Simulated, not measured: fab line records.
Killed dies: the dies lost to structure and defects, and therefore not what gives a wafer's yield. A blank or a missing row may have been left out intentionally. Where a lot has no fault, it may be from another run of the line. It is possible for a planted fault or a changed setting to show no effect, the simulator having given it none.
A lot that was struck, set against a sound lot	flow gf180mcu	15 out of 602 route steps
Sound: these wafers, L987.3, L987.4, L987.5. The struck wafers were L101.1, L101.3, L101.5. Last of all comes the cause.
Each step with rows lists, per side, the tool, then ch with its chambers, then its first start. Under that, the readings that differ: sound wafers	struck wafers	difference of the means	sigmas: that difference in standard deviations of wafers without a fault.
alike: words and numbers the same on both sides, and readings whose means are apart by under 2 such deviations; not compared: readings that were withheld, readings missing a value for some wafer, numbers with overlapping values and no deviation given by the record, and bounds like >300 which may hide the same value.
A row with sigmas, a row that says differs or no value, or rows on one side alone: a step with any of these is where the two part. Numbers that have no deviation but don't overlap get no sigmas and don't part them. Lack of a reading on every wafer of one side parts them only where that side has two or more wafers.

GF_V5_BOW_MEAS_05:
  sound: filmMetro-02 at day 29 14:07; struck: filmMetro-03 at day 33 05:29
  alike: V5_BOW
then, 8 steps without rows for these wafers: GF_V5_DEHYDRATE_06 (time 60 s); GF_V5_HMDS_07 (prime time 60 s); GF_V5_COAT_08; GF_V5_COAT_09 (resist thk 1000 nm); GF_V5_SOFTBAKE_10 (time 60 s); GF_V5_EXPOSE_11 (exposes mask Via5, target cd 260 nm); GF_V5_PEB_12 (peb time 90 s); GF_V5_DEVELOP_13 (develop time 60 s).
GF_V5_CD_MEAS_14: target cd 260 nm.
  sound: cdSem-01 at day 30 09:28; struck: cdSem-02 at day 33 22:04
reading	sound	struck	difference	sigmas
cdNm (nm)	262.2 260.7 263.0	258.6 257.6 259.0	-3.6	-3
GF_V5_OVL_MEAS_15:
  sound: overlay-01 at day 30 09:34; struck: overlay-01 at day 33 22:11
  alike: V5_OVL
GF_V5_ETCH_16: etches BARC in N2/H2.
  sound on rieDiel-03 ch 2,3, day 30 09:35; struck on rieDiel-01 ch 0,2, day 33 22:13
  alike: biasW, chamberPressureMTorr, drypumpMotorCurrentA, oesProductAu, throttleValvePct
GF_V5_ETCH_17: etches SiO2 in C4F8/O2/Ar, stops on TiN, target depth 855 nm.
  sound on rieDiel-03 ch 2,3, day 30 09:00; struck on rieDiel-01 ch 0,2, day 33 22:00
  no value came back on the struck wafers for biasW (W), chamberPressureMTorr (mTorr), oesProductAu (a.u.); on the sound wafers biasW (W) reads 1196 1198 1196
GF_V5_STRIP_18: strips in O2/N2.
  sound on plasmaAsher-03 ch 0,1, day 30 09:46; struck on plasmaAsher-01 ch 0,1, day 33 22:22
reading	sound	struck	difference	sigmas
oesProductAu (a.u.)	0.574 0.566 0.559	0.670 0.666 0.664	+0.100	+20
  alike: drypumpMotorCurrentA, heaterPowerW
  not compared: rfHoursCounterH
then, 1 step without rows for these wafers: GF_V5_STRIP_19 (strips in post etch residue remover, time 1200 s).

== WHERE THEY PART ==
At GF_V5_CD_MEAS_14 first; at GF_V5_STRIP_18 last (within this record only).

WHY: what the simulator had put in
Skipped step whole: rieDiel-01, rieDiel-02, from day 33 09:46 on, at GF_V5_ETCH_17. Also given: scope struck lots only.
